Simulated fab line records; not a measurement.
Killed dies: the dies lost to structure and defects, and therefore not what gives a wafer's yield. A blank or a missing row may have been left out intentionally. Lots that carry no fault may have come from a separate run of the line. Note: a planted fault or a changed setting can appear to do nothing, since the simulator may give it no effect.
Which tool is to blame?	flow sky130	14 lots with 42 wafers sampled at 3 steps, on a route of 708 steps

## WHAT THE GAUGES SHOWED, per wafer
SKY_FIELD_ISO_CD_MEAS_13: target cd 150 nm.
lot	measured	on	cd_nm (nm)
L181	day 2 05:47	cd_sem-01	152.4 149.9 150.8
L184	day 2 19:35	cd_sem-02	150.5 151.6 150.2
L185	day 3 04:52	cd_sem-02	151.6 150.4 150.7
L186	day 3 09:56	cd_sem-01	149.6 147.7 148.8
L187	day 3 13:55	cd_sem-02	151.1 150.8 150.1
L189	day 3 22:26	cd_sem-01	149.2 150.6 149.9
L190	day 4 04:08	cd_sem-01	148.5 152.8 150.8
L191	day 4 09:31	cd_sem-01	149.5 150.6 150.5
L192	day 4 12:54	cd_sem-02	149.6 149.3 149.8
L193	day 4 20:31	cd_sem-02	148.7 148.1 149.6
L195	day 5 07:37	cd_sem-02	149.9 148.2 147.6
L198	day 5 21:32	cd_sem-02	149.8 150.5 148.9
L199	day 6 01:47	cd_sem-02	148.8 146.9 145.9
L201	day 6 13:27	cd_sem-02	148.0 149.1 148.3

SKY_LDD_HVP_OVL_MEAS_07.
lot	measured	on	LDD_HVP_OVL (nm)
L181	day 21 17:31	overlay-01	2.0 0.5 0.4
L184	day 22 18:15	overlay-02	-1.8 -0.7 -2.2
L185	day 23 05:59	overlay-01	1.7 2.1 0.7
L186	day 24 01:59	overlay-01	0.0 1.1 0.5
L187	day 23 21:28	overlay-01	2.2 0.6 1.5
L189	day 25 02:40	overlay-01	3.0 1.8 2.2
L190	day 25 10:41	overlay-01	0.2 1.3 1.1
L191	day 25 12:33	overlay-02	-0.1 0.2 0.4
L192	day 25 12:11	overlay-02	3.3 1.7 1.4
L193	day 26 10:13	overlay-02	-0.5 1.0 2.1
L195	day 26 21:56	overlay-02	1.5 1.5 2.2
L198	day 27 20:13	overlay-02	1.4 1.7 1.3
L199	day 28 03:16	overlay-02	-2.4 -0.4 -1.9
L201	day 29 03:28	overlay-02	-0.7 -1.3 -0.1

## TOOL THAT RAN EACH LOT (tool first, then ch and the chambers of the sampled wafers, then the start)
lot	SKY_SONOS_TUNNEL_IMPLANT_09
L181	implanter-01 ch 0, day 11 10:56
L184	implanter-04 ch 0, day 12 08:22
L185	implanter-02 ch 0, day 12 23:16
L186	implanter-04 ch 0, day 13 07:40
L187	implanter-01 ch 0, day 13 10:56
L189	implanter-01 ch 0, day 14 03:37
L190	implanter-02 ch 0, day 14 12:31
L191	implanter-02 ch 0, day 14 13:04
L192	implanter-01 ch 0, day 14 18:38
L193	implanter-02 ch 0, day 15 14:13
L195	implanter-04 ch 0, day 16 03:13
L198	implanter-02 ch 0, day 17 00:46
L199	implanter-04 ch 0, day 17 11:17
L201	implanter-02 ch 0, day 18 10:08
- SKY_SONOS_TUNNEL_IMPLANT_09

## AS READ BY THE TOOLS THEMSELVES (means over the sampled wafers that have a number; for cases with no such wafer, the mark the record gives instead)
SKY_SONOS_TUNNEL_IMPLANT_09.
lot	tool	beam_energy_keV
L181	implanter-01	19.997
L184	implanter-04	19.990
L185	implanter-02	20.004
L186	implanter-04	20.003
L187	implanter-01	20.006
L189	implanter-01	20.000
L190	implanter-02	20.010
L191	implanter-02	20.001
L192	implanter-01	20.003
L193	implanter-02	20.008
L195	implanter-04	19.993
L198	implanter-02	17.987
L199	implanter-04	19.999
L201	implanter-02	17.976

## THE ANSWER, worked out from the rows above alone
Rule: the usual values come from the lots themselves. Put in order of their means at a reading, lots are off if they are a third of the lots or fewer, leave a main group of 4 or more, and stand apart from it by a gap of 3 or more times the standard deviation of the main group's means; of several such gaps the widest counts. Not used: any main group whose means are identical at the precision the tables above print for the reading. Also off: a lot with no number at a reading for which 4 or more lots have one. All remaining lots with rows at the step are treated as sound. First the gauges in route order, then the tools' own readings, where a lot's mean is used as printed above. At the first step where some lot is off, the reading lying furthest off is the one used; lots without a number count as furthest.
Off at SKY_SONOS_TUNNEL_IMPLANT_09 (beam_energy_keV): L198, L201. Main group: mean 20.001, sd 0.0056.
If a tool, at that step or one of the process steps before it, ran each lot that is off and ran no sound lot following the first of them, it fits. One fits: SKY_SONOS_TUNNEL_IMPLANT_09 on implanter-02. Its last sound lot is L193 (day 15 14:13), its first lot that is off L198 (day 17 00:46): a fault that began between those two fits.
On the lots that are off, the tool's own readings at SKY_SONOS_TUNNEL_IMPLANT_09 differ by more than 5 times the standard deviation of the sound lots' means, which bears it out; beam_energy_keV reads 17.981 there versus 20.001 on the sound lots.

## WHAT THE SIMULATOR HAD PUT IN
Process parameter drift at SKY_SONOS_TUNNEL_IMPLANT_09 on implanter-02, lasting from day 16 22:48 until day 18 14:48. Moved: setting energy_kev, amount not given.
Lots struck among those shown: L198, L201. This agrees with what the rule above found.
